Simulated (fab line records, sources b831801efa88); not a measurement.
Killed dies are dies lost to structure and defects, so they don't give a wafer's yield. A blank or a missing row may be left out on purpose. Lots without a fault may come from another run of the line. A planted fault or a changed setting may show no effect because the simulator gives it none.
A struck lot beside a sound one | flow gf180mcu | 44 steps out of a route of 602
Sound: wafers L291.3, L291.4, L291.5. Struck: wafers L299.2, L299.4, L299.5. The cause comes at the end.
At each step with rows: each side's tool, then ch and its chambers, then its first start. Under that, the readings that differ: sound wafers | struck wafers | difference of the means | sigmas: that difference in standard deviations of wafers without a fault.
alike: readings whose means differ by less than 2 such deviations, and words and numbers that are the same on both sides. not compared: withheld readings, readings that some wafer has no value for, bounds like >300 that may hide the same value, and numbers for which the record gives no deviation and whose values overlap.
The two part at a step that has a row with sigmas, a row that says differs or no value, or rows on one side only. Numbers that don't overlap but have no deviation are shown without sigmas and don't part them. A reading that every wafer of one side lacks parts them only if that side has two wafers or more.

first, 2 steps without rows for these wafers: GF_DNWELL_DEVELOP_06 (develop time 60 s); GF_DNWELL_IMPLANT_07.
GF_DNWELL_STRIP_08: strips in O2/N2.
  sound on plasma_asher-01 ch 0,1, day 3 15:32; struck on plasma_asher-03 ch 0,1, day 5 11:48
  reading            | sound       | struck      | difference | sigmas
  heater_power_w (W) | 279 327 285 | 326 367 369 | +57        | +2
  alike: drypump_motor_current_A, oes_product_au, strip_time_to_endpoint_s
  not compared: rf_hours_counter_h
GF_DNWELL_TW_MEAS_09:
  sound on film_metro-03, day 3 15:38; struck on film_metro-02, day 5 11:55
  alike: DNWELL_TW
then, 7 steps without rows for these wafers: GF_NWELL_DEHYDRATE_00 (time 60 s); GF_NWELL_HMDS_01 (prime time 60 s); GF_NWELL_COAT_02 (resist thk 3000 nm); GF_NWELL_SOFTBAKE_03; GF_NWELL_EXPOSE_04 (exposes mask Nwell, target cd 860 nm); GF_NWELL_PEB_05; GF_NWELL_DEVELOP_06 (develop time 60 s).
GF_NWELL_OVL_MEAS_07:
  sound on overlay-01, day 4 04:53; struck on overlay-01, day 6 02:55
  alike: NWELL_OVL
GF_NWELL_IMPLANT_08:
  sound on implanter-03 ch 0, day 4 04:58; struck on implanter-01 ch 0, day 6 03:17
  alike: beam_on_s
then, 1 step without rows for these wafers: GF_NWELL_IMPLANT_09.
GF_NWELL_STRIP_10: strips in O2/N2.
  sound on plasma_asher-02 ch 0,1, day 4 05:14; struck on plasma_asher-01 ch 0,1, day 6 03:34
  alike: drypump_motor_current_A, heater_power_w, oes_product_au, strip_time_to_endpoint_s
  not compared: rf_hours_counter_h
GF_NWELL_TW_MEAS_11:
  sound on film_metro-01, day 4 05:20; struck on film_metro-01, day 6 03:55
  reading  | sound          | struck         | difference | sigmas
  NWELL_TW | 1554 1556 1554 | 1903 1894 1902 | +345       | +31
then, 7 steps without rows for these wafers: GF_LVPWELL_DEHYDRATE_00 (time 60 s); GF_LVPWELL_HMDS_01 (prime time 60 s); GF_LVPWELL_COAT_02 (resist thk 3000 nm); GF_LVPWELL_SOFTBAKE_03; GF_LVPWELL_EXPOSE_04 (exposes mask LVPWELL, target cd 600 nm); GF_LVPWELL_PEB_05; GF_LVPWELL_DEVELOP_06 (develop time 60 s).
GF_LVPWELL_OVL_MEAS_07:
  sound on overlay-01, day 4 19:14; struck on overlay-02, day 6 18:56
  alike: LVPWELL_OVL
then, 2 steps without rows for these wafers: GF_LVPWELL_IMPLANT_08; GF_LVPWELL_IMPLANT_09.
GF_LVPWELL_STRIP_10: strips in O2/N2.
  sound on plasma_asher-04 ch 0,1, day 4 19:35; struck on plasma_asher-04 ch 0,1, day 6 19:16
  alike: drypump_motor_current_A, heater_power_w, oes_product_au, strip_time_to_endpoint_s
  not compared: rf_hours_counter_h
GF_LVPWELL_TW_MEAS_11:
  sound on film_metro-01, day 4 19:41; struck on film_metro-04, day 6 19:22
  alike: LVPWELL_TW
then, 7 steps without rows for these wafers: GF_MVSD_DEHYDRATE_00 (time 60 s); GF_MVSD_HMDS_01 (prime time 60 s); GF_MVSD_COAT_02 (resist thk 3000 nm); GF_MVSD_SOFTBAKE_03; GF_MVSD_EXPOSE_04 (exposes mask MVSD, target cd 1000 nm); GF_MVSD_PEB_05; GF_MVSD_DEVELOP_06 (develop time 60 s).
GF_MVSD_OVL_MEAS_07:
  sound on overlay-01, day 5 09:22; struck on overlay-02, day 7 11:04
  reading       | sound          | struck      | difference | sigmas
  MVSD_OVL (nm) | -1.8 -1.9 -2.6 | 2.4 2.7 3.5 | +5.0       | +4
then, 2 steps without rows for these wafers: GF_MVSD_IMPLANT_08; GF_MVSD_IMPLANT_09.
GF_MVSD_STRIP_10: strips in O2/N2.
  sound on plasma_asher-04 ch 0,1, day 5 09:44; struck on plasma_asher-02 ch 0,1, day 7 11:24
  alike: drypump_motor_current_A, heater_power_w, oes_product_au, strip_time_to_endpoint_s
  not compared: rf_hours_counter_h
GF_MVSD_TW_MEAS_11:
  sound on film_metro-04, day 5 09:49; struck on film_metro-04, day 7 11:31
  alike: MVSD_TW
then, 2 steps without rows for these wafers: GF_MVPSD_DEHYDRATE_00 (time 60 s); GF_MVPSD_HMDS_01 (prime time 60 s).
-- the record jumps here: 4 days lie between the struck wafers' starts before and after --
GF_VT_IMPLANT_RS_MEAS_47: measures by four-point-probe.
  sound on film_metro-01, day 8 17:23; struck on film_metro-01, day 11 01:19
  reading           | sound             | struck            | difference | sigmas
  NWELL_RS (ohm/sq) | 487.9 487.8 486.9 | 350.2 350.1 350.3 | -137.3     | -98
GF_PASSIVATION_PROBE_99:
  the record has rows for the sound wafers here (prober-01, day 30 08:25) and none for the struck ones

WHERE THEY PART
First at GF_DNWELL_STRIP_08; last, within this record, at GF_PASSIVATION_PROBE_99.

WHY: what the simulator had put in
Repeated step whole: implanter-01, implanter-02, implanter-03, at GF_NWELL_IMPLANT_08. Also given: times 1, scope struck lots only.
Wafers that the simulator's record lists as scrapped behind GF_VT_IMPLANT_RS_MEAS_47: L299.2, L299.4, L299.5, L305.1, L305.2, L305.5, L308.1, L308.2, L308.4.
